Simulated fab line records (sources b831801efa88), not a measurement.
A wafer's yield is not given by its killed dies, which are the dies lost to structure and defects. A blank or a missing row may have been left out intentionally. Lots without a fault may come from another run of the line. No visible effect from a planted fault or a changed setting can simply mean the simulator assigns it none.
Struck lot and sound lot, side by side || flow sky130 || 43 out of 708 route steps
Sound: these wafers, L523.2, L523.4, L523.5. Wafers struck: L514.1, L514.2, L514.3. At the end, the cause is stated.
At each step with rows: each side's tool, then ch and its chambers, then its first start. Under that, the readings that differ: sound wafers || struck wafers || difference of the means || sigmas: that difference in standard deviations of wafers without a fault.
alike: words and numbers the same on both sides, and readings whose means are apart by under 2 such deviations; not compared: readings that were withheld, readings missing a value for some wafer, numbers with overlapping values and no deviation given by the record, and bounds like >300 which may hide the same value.
Wherever a step has rows on one side only, a row that says differs or no value, or a row with sigmas, the two part there. Numbers that don't overlap but have no deviation are shown without sigmas and don't part them. A reading that every wafer of one side lacks parts them only if that side has two wafers or more.

first, 6 steps without rows for these wafers: SKY_VT_ADJUST_LVTN_HMDS_12 (prime time 60 s); SKY_VT_ADJUST_LVTN_COAT_13 (resist thk 1140 nm); SKY_VT_ADJUST_LVTN_SOFTBAKE_14 (time 60 s); SKY_VT_ADJUST_LVTN_EXPOSE_15 (exposes mask HVN STD DERIVED, target cd 600 nm); SKY_VT_ADJUST_LVTN_PEB_16; SKY_VT_ADJUST_LVTN_DEVELOP_17 (develop time 60 s).
SKY_VT_ADJUST_LVTN_OVL_MEAS_18:
  sound on overlay-01 at day 12 20:04; struck on overlay-02 at day 10 04:18
  alike: VT_ADJUST_LVTN_01_OVL
then, 1 step without rows for these wafers: SKY_VT_ADJUST_LVTN_IMPLANT_19.
SKY_VT_ADJUST_LVTN_STRIP_20: strips in O2/N2.
  sound on plasma-asher-04 ch 0,1, day 12 20:14; struck on plasma-asher-02 ch 0,1, day 10 04:29
  alike: drypump-motor-current-A, o2-flow-sccm, oes-product-au, strip-time-to-endpoint-s
  not compared: rf-hours-counter-h
SKY_VT_ADJUST_LVTN_TW_MEAS_21:
  sound on film-metro-03 at day 12 20:21; struck on film-metro-04 at day 10 04:35
  alike: VT_ADJUST_LVTN_2_TW
then, 2 steps without rows for these wafers: SKY_VT_ADJUST_NCORE_DEHYDRATE_00 (time 60 s); SKY_VT_ADJUST_NCORE_HMDS_01 (prime time 60 s).
SKY_VT_ADJUST_NCORE_COAT_02: resist thk 1140 nm.
  struck on litho-track-03, day 10 15:30; sound on litho-track-04 ch 0, day 13 08:34
  no value came back on the struck wafers for chill-plate-temp-C (C), dispense-pressure-kPa (kPa); on the sound wafers chill-plate-temp-C (C) reads 22.99 22.84 22.93
then, 4 steps without rows for these wafers: SKY_VT_ADJUST_NCORE_SOFTBAKE_03 (time 60 s); SKY_VT_ADJUST_NCORE_EXPOSE_04 (exposes mask LVTN COMPLEMENT THIN, target cd 380 nm); SKY_VT_ADJUST_NCORE_PEB_05; SKY_VT_ADJUST_NCORE_DEVELOP_06 (develop time 60 s).
SKY_VT_ADJUST_NCORE_CD_MEAS_07: the cd target is 380 nm.
  sound on cd-sem-02 at day 13 21:07; struck on cd-sem-01 at day 11 02:57
{"reading": "cd-nm (nm)", "sound": "380.2 381.4 378.2", "struck": "- - -", "difference": "no value on the struck wafers", "sigmas": ""}
SKY_VT_ADJUST_NCORE_OVL_MEAS_08:
  sound on overlay-02 at day 13 21:13; struck on overlay-02 at day 11 03:04
{"reading": "VT_ADJUST_NCORE_OVL (nm)", "sound": "0.8 -0.9 -1.7", "struck": "- - -", "difference": "no value on the struck wafers", "sigmas": ""}
then, 1 step without rows for these wafers: SKY_VT_ADJUST_NCORE_IMPLANT_09.
SKY_VT_ADJUST_NCORE_STRIP_10: strips in O2/N2.
  sound on plasma-asher-01 ch 0,1, day 13 21:24; struck on plasma-asher-02 ch 0,1, day 11 03:15
  no value came back on the struck wafers for oes-product-au (a.u.), strip-time-to-endpoint-s (s); on the sound wafers oes-product-au (a.u.) reads 0.717 0.723 0.716
  alike: drypump-motor-current-A, o2-flow-sccm
  not compared: rf-hours-counter-h
SKY_VT_ADJUST_NCORE_TW_MEAS_11:
  sound on film-metro-02 at day 13 21:31; struck on film-metro-01 at day 11 03:21
  alike: VT_ADJUST_NCORE_TW
then, 7 steps without rows for these wafers: SKY_VT_ADJUST_HVTR_DEHYDRATE_00 (time 60 s); SKY_VT_ADJUST_HVTR_HMDS_01 (prime time 60 s); SKY_VT_ADJUST_HVTR_COAT_02 (resist thk 1140 nm); SKY_VT_ADJUST_HVTR_SOFTBAKE_03 (time 60 s); SKY_VT_ADJUST_HVTR_EXPOSE_04 (exposes mask HVTRM, target cd 380 nm); SKY_VT_ADJUST_HVTR_PEB_05; SKY_VT_ADJUST_HVTR_DEVELOP_06 (develop time 60 s).
SKY_VT_ADJUST_HVTR_CD_MEAS_07: the cd target is 380 nm.
  sound on cd-sem-02 at day 14 22:35; struck on cd-sem-02 at day 12 02:17
  alike: cd-nm
SKY_VT_ADJUST_HVTR_OVL_MEAS_08:
  sound on overlay-02 at day 14 22:41; struck on overlay-01 at day 12 02:25
  alike: VT_ADJUST_HVTR_OVL
then, 1 step without rows for these wafers: SKY_VT_ADJUST_HVTR_IMPLANT_09.
SKY_VT_ADJUST_HVTR_STRIP_10: strips in O2/N2.
  sound on plasma-asher-04 ch 1, day 14 22:52; struck on plasma-asher-03 ch 0,1, day 12 02:36
{"reading": "drypump-motor-current-A (A)", "sound": "5.04 5.03 5.04", "struck": "6.00 5.57 5.59", "difference": "+0.68", "sigmas": "+3"}
  alike: o2-flow-sccm, oes-product-au, strip-time-to-endpoint-s
  not compared: rf-hours-counter-h
SKY_VT_ADJUST_HVTR_TW_MEAS_11:
  sound on film-metro-02 at day 14 22:59; struck on film-metro-03 at day 12 02:56
{"reading": "VT_ADJUST_HVTR_TW", "sound": "210.5 210.1 209.4", "struck": "259.9 262.5 261.5", "difference": "+51.3", "sigmas": "+30"}
  not compared: hold
then, 6 steps without rows for these wafers: SKY_VT_ADJUST_PCH_HMDS_01 (prime time 60 s); SKY_VT_ADJUST_PCH_COAT_02 (resist thk 3000 nm); SKY_VT_ADJUST_PCH_SOFTBAKE_03; SKY_VT_ADJUST_PCH_EXPOSE_04 (exposes mask NWM, target cd 840 nm); SKY_VT_ADJUST_PCH_PEB_05; SKY_VT_ADJUST_PCH_DEVELOP_06 (develop time 60 s).
SKY_VT_ADJUST_PCH_OVL_MEAS_07:
  sound on overlay-01 at day 16 03:04; struck on overlay-01 at day 13 03:24
{"reading": "VT_ADJUST_PCH_OVL (nm)", "sound": "-0.1 -2.3 -1.6", "struck": "2.2 2.8 3.4", "difference": "+4.1", "sigmas": "+3"}
SKY_VT_ADJUST_PCH_TW_MEAS_10:
  sound on film-metro-02 at day 16 03:21; struck on film-metro-01 at day 13 03:55
{"reading": "VT_ADJUST_PCH_TW", "sound": "143.4 143.5 142.5", "struck": "232.9 232.3 230.6", "difference": "+88.8", "sigmas": "+99 or more"}
  not compared: hold
SKY_PAD_OPEN_PROBE_99:
  the record has rows for the sound wafers here (prober-01, day 50 00:37) and none for the struck ones

## WHERE THEY PART
Last at SKY_PAD_OPEN_PROBE_99 as far as this record goes, first at SKY_VT_ADJUST_NCORE_COAT_02.

WHY: what the simulator had put in
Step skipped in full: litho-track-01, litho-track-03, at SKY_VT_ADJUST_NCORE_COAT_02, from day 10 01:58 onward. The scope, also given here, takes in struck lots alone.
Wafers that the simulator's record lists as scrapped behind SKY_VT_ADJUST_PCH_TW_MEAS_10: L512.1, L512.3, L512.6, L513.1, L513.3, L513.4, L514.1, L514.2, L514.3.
